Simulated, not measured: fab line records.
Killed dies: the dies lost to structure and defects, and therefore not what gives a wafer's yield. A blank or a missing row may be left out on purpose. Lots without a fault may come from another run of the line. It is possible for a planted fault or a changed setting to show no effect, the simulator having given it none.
The same fault as seen by 2 desks | flow sky130 | numbers are kept per desk, each desk with only its own; the story behind them comes last

AT THE TOOL OWNER'S DESK: lithoTrack-02
The tool's own readings at SKY_RES_XHIGH_DEVELOP_06 (develop time 60 s): means of the sampled wafers that have a number, for each lot that ran on this tool. A lot is out of limits, marked OUT, if its mean lies more than 4 standard deviations from the usual mean; the brackets give that distance.
Columns: A = developerTempC at SKY_RES_XHIGH_DEVELOP_06, usual 23.00 C
lot  | first seen here | A
L234 | day 26 18:16    | 23.10
L244 | day 30 11:03    | 23.89 (+8.9) OUT
L246 | day 31 05:00    | 23.96 (+9.6) OUT
L247 | day 31 08:43    | 24.03 (+10) OUT
This desk's finding: out of limits on L244, L246, L247; first on L244, day 30 11:03 (developerTempC at SKY_RES_XHIGH_DEVELOP_06). L234 stayed within limits.

AT THE METROLOGY DESK
What the gauges read for every lot (on any tool): the sampled wafers with a number, averaged. A lot is out of limits, marked OUT, if its mean lies more than 4 standard deviations from the usual mean; the brackets give that distance.
Columns: A = cdNm at SKY_SD_P_CD_MEAS_07, usual 380.1 nm; B = LI_CONTACT_HDPCVD_THK at SKY_LI_CONTACT_THK_MEAS_01, usual 930 nm
lot  | first seen here | A     | B
L234 | day 25 13:28    | 382.3 | 922
L236 | day 26 00:56    | 380.7 | 932
L237 | day 26 19:26    | 378.5 | 928
L244 | day 29 13:14    | 381.1 | 919
L246 | day 29 23:44    | 379.5 | 946
L247 | day 30 05:56    | 384.3 | 936
L248 | day 31 01:18    | 378.3 | 923
L250 | day 31 04:19    | 380.1 | 928
L249 | day 31 05:34    | 380.8 | 942
L251 | day 31 08:17    | 383.3 | 923
L253 | day 32 14:05    | 378.5 | 931
L254 | day 32 19:31    | 376.7 | 940
L255 | day 32 19:49    | 378.8 | 923
L256 | day 32 23:45    | 379.0 | 942
Result from this desk: across the 14 lots, nothing is out of limits.

TAKEN TOGETHER
On L244, L246, L247, at day 30 11:03, an alarm was possible from the tool owner's desk.
The metrology desk saw nothing out of limits.
The metrology desk has L244, L246, L247 on record, within its limits.
On lithoTrack-02, each named lot ran SKY_RES_XHIGH_DEVELOP_06.

WHAT HAD BEEN PUT IN BY THE SIMULATOR
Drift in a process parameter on lithoTrack-02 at SKY_RES_XHIGH_DEVELOP_06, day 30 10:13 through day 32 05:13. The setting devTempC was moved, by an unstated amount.
Lots struck among those shown: L244, L246, L247.
Time in hours from fault onset to the first out-of-limits reading at each desk: the tool owner's desk, 1.
